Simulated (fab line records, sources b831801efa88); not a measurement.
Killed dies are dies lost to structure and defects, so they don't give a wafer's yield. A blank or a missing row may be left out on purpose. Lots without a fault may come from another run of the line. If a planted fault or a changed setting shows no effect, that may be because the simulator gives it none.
A lot that was struck, set against a sound lot :: flow sky130 :: 15 out of 708 route steps
Sound: these wafers, L487.1, L487.3, L487.6. The struck wafers were L479.2, L479.3, L479.4. The cause is given at the end.
For every step that has rows: the tool of each side, followed by ch and its chambers, followed by its first start. Under that, the readings that differ: sound wafers :: struck wafers :: difference of the means :: sigmas: that difference in standard deviations of wafers without a fault.
alike: same words and numbers on both sides, and readings whose means sit less than 2 such deviations apart. not compared: any withheld reading, any reading some wafer has no value for, any bound like >300 that may hide the same value, and any number with overlapping values for which the record gives no deviation.
Wherever a step has rows on one side only, a row that says differs or no value, or a row with sigmas, the two part there. Numbers that don't overlap but have no deviation are shown without sigmas and don't part them. A reading that every wafer of one side lacks parts them only if that side has two wafers or more.

SKY_CONTACT_OVL_MEAS_15:
  sound on overlay-02 at day 37 03:23; struck on overlay-01 at day 34 20:38
  alike: CONTACT_OVL
SKY_CONTACT_ETCH_16: etches BARC in N2/H2, stops on SiO2, time 45.9 s, target depth 60 nm.
  sound on rie_diel-01 ch 0,2,3, day 37 03:25; struck on rie_diel-01 ch 0,1,3, day 34 20:40
  alike: drypump_motor_current_A, h2_flow_sccm, oes_product_au, rf_fwd_power_W, throttle_valve_pct
  not compared: rf_hours_counter_h
SKY_CONTACT_ETCH_17: etches SiO2 in C4F8/O2/Ar, stops on Si3N4, target depth 340 nm.
  sound on rie_diel-01 ch 0,2,3, day 37 03:27; struck on rie_diel-01 ch 0,1,3, day 34 20:43
  alike: oes_product_au, rf_fwd_power_W
then, 1 step without rows for these wafers: SKY_CONTACT_ETCH_18 (etches Si3N4 in CHF3/O2, stops on TiN, time 39 s, target depth 75 nm).
SKY_CONTACT_STRIP_19: strips in O2/N2.
  sound on plasma_asher-01 ch 0,1, day 37 03:32; struck on plasma_asher-03 ch 0,1, day 34 20:48
  alike: drypump_motor_current_A, oes_product_au, strip_time_to_endpoint_s
  not compared: rf_hours_counter_h
then, 3 steps without rows for these wafers: SKY_CONTACT_STRIP_20 (strips in post etch residue remover, time 1200 s); SKY_CONTACT_CLEAN_21 (cleans in IPA, time 180 s); SKY_CONTACT_CLEAN_22 (cleans in O3/DIW).
SKY_CONTACT_SPUTTER_23: material TiN, target thk 20 nm, time 80 s.
  sound on pvd_sputter-02 at day 37 04:08; struck on pvd_sputter-02 at day 34 21:27
  alike: throttle_valve_pct
then, 1 step without rows for these wafers: SKY_CONTACT_CVD_24 (deposits W, target thk 340 nm, time 102.12 s).
SKY_CONTACT_RS_MEAS_25: measurement is done with a four-point probe.
  sound on film_metro-04 at day 37 04:19; struck on film_metro-01 at day 34 21:38
  alike: CONTACT_W_RS
SKY_CONTACT_THK_MEAS_26: measures by xrf.
  sound on film_metro-04 at day 37 04:26; struck on film_metro-01 at day 34 21:45
  alike: CONTACT_W_THK
SKY_CONTACT_CMP_27: polishes, stops on SiO2, t overpolish 15 s, target thk 0 nm.
  sound on cmp-02 ch 0,3, day 37 04:32; struck on cmp-02 ch 0,1,3, day 34 21:48
reading: overpolish_run_s (s)
sound: 15.003 15.003 15.014
struck: 22.313 22.318 22.293
difference: +7.301
sigmas: +99 or more

reading: t_overpolish_s (s)
sound: 15 15 15
struck: 22.31 22.31 22.31
difference: +7.31
sigmas: 
  alike: edge_zone_pressure_frac, head_pressure_psi, motor_current_A, time_to_endpoint_s
SKY_METAL1_SPUTTER_00: material Ti, target thk 15 nm, time 10 s.
  sound on pvd_sputter-01 at day 37 04:47; struck on pvd_sputter-04 at day 34 22:06
  alike: throttle_valve_pct
SKY_PAD_OPEN_PROBE_99:
  the record holds rows for the sound wafers here (prober-01, day 49 20:22) but none for the struck ones

WHERE THEY PART
At SKY_CONTACT_CMP_27 first; at SKY_PAD_OPEN_PROBE_99 last (within this record only).

WHY: whatever the simulator had introduced
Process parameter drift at SKY_CONTACT_CMP_27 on cmp-02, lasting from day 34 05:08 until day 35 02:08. Setting t_overpolish_s shifted by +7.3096 from 15. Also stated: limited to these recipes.
